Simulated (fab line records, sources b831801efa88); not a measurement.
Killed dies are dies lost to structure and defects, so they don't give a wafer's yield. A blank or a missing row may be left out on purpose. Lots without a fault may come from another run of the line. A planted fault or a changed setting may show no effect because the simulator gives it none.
A struck lot beside a sound one | flow gf180mcu | 15 steps out of a route of 602
Sound: wafers L741.2, L741.4, L741.6. Struck: wafer L734.1. (L734.2, L734.6 of the same lot were not struck and are left out.) The cause comes at the end.
At each step with rows: each side's tool, then ch and its chambers, then its first start. Under that, the readings that differ: sound wafers | struck wafers | difference of the means | sigmas: that difference in standard deviations of wafers without a fault.
alike: readings whose means differ by less than 2 such deviations, and words and numbers that are the same on both sides. not compared: withheld readings, readings that some wafer has no value for, bounds like >300 that may hide the same value, and numbers for which the record gives no deviation and whose values overlap.
The two part at a step that has a row with sigmas, a row that says differs or no value, or rows on one side only. Numbers that don't overlap but have no deviation are shown without sigmas and don't part them. A reading that every wafer of one side lacks parts them only if that side has two wafers or more.

GF_V5_OVL_MEAS_15:
  sound on overlay-01, day 32 15:35; struck on overlay-02, day 30 20:20
  alike: V5_OVL
GF_V5_ETCH_16: etches BARC in N2/H2.
  sound on rie_diel-03 ch 0,2,3, day 32 15:37; struck on rie_diel-02 ch 3, day 30 20:23
  alike: drypump_motor_current_A, oes_product_au, throttle_valve_pct
GF_V5_ETCH_17: etches SiO2 in C4F8/O2/Ar, stops on TiN, target depth 855 nm.
  sound on rie_diel-03 ch 0,2,3; struck on rie_diel-02 ch 3
  alike: oes_product_au
then, 3 steps without rows for these wafers: GF_V5_STRIP_18 (strips in O2/N2); GF_V5_STRIP_19 (strips in post etch residue remover, time 1200 s); GF_V5_CLEAN_20 (cleans in DIW).
GF_V5_SPUTTER_21: material Ti, target thk 15 nm, time 80.02 s.
  sound on pvd_sputter-03, day 32 16:19; struck on pvd_sputter-02, day 30 21:05
  alike: cathode_dc_power_W, chamber_pressure_pa, throttle_valve_pct
then, 1 step without rows for these wafers: GF_V5_SPUTTER_22 (material TiN, target thk 10 nm, time 40 s).
GF_V5_CVD_23: deposits W, target thk 350 nm, time 104.9 s.
  sound on cvd_w-02 ch 0,1, day 32 16:25; struck on cvd_w-02 ch 1, day 30 21:11
  alike: heater_power_w
GF_V5_RS_MEAS_24: measures by four-point-probe.
  sound on film_metro-02, day 32 16:32; struck on film_metro-01, day 30 21:19
  alike: V5_W_RS
GF_V5_THK_MEAS_25: measures by xrf.
  sound on film_metro-02, day 32 16:39; struck on film_metro-01, day 30 21:26
  alike: V5_W_THK
GF_V5_CMP_26: polishes, stops on SiO2, t overpolish 15 s, target thk 0 nm.
  sound on cmp-01 ch 1,2,3, day 32 16:56; struck on cmp-01 ch 0, day 30 21:32
  alike: edge_zone_pressure_frac, motor_current_A, overpolish_run_s, slurry_filter_dp_kPa, time_to_endpoint_s
GF_TOP_METAL_SPUTTER_00: material Ti, target thk 37.5 nm, time 150 s.
  sound on pvd_sputter-04, day 32 17:14; struck on pvd_sputter-02, day 30 21:47
  reading                                      | sound                | struck | difference | sigmas
  cathode_dc_power_W (W)                       | 4000.2 4000.2 4001.0 | 4737.2 | +736.7     | +99 or more
  model.Ti_of_TOP_METAL_SPUTTER_00.thk_nm (nm) | 37.64 38.01 37.94    | 45     | +7         |
  alike: chamber_pressure_pa, throttle_valve_pct
then, 1 step without rows for these wafers: GF_TOP_METAL_SPUTTER_01 (material TiN, target thk 30 nm, time 25 s).
GF_PASSIVATION_PROBE_99:
  the record has rows for the struck wafers here (prober-02, day 32 11:41) and none for the sound ones

WHERE THEY PART
First at GF_TOP_METAL_SPUTTER_00; last, within this record, at GF_PASSIVATION_PROBE_99.

WHY: what the simulator had put in
Process parameter drift: pvd_sputter-02, from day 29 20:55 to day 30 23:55, at GF_TOP_METAL_SPUTTER_00. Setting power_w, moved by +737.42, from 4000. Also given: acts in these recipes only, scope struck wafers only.
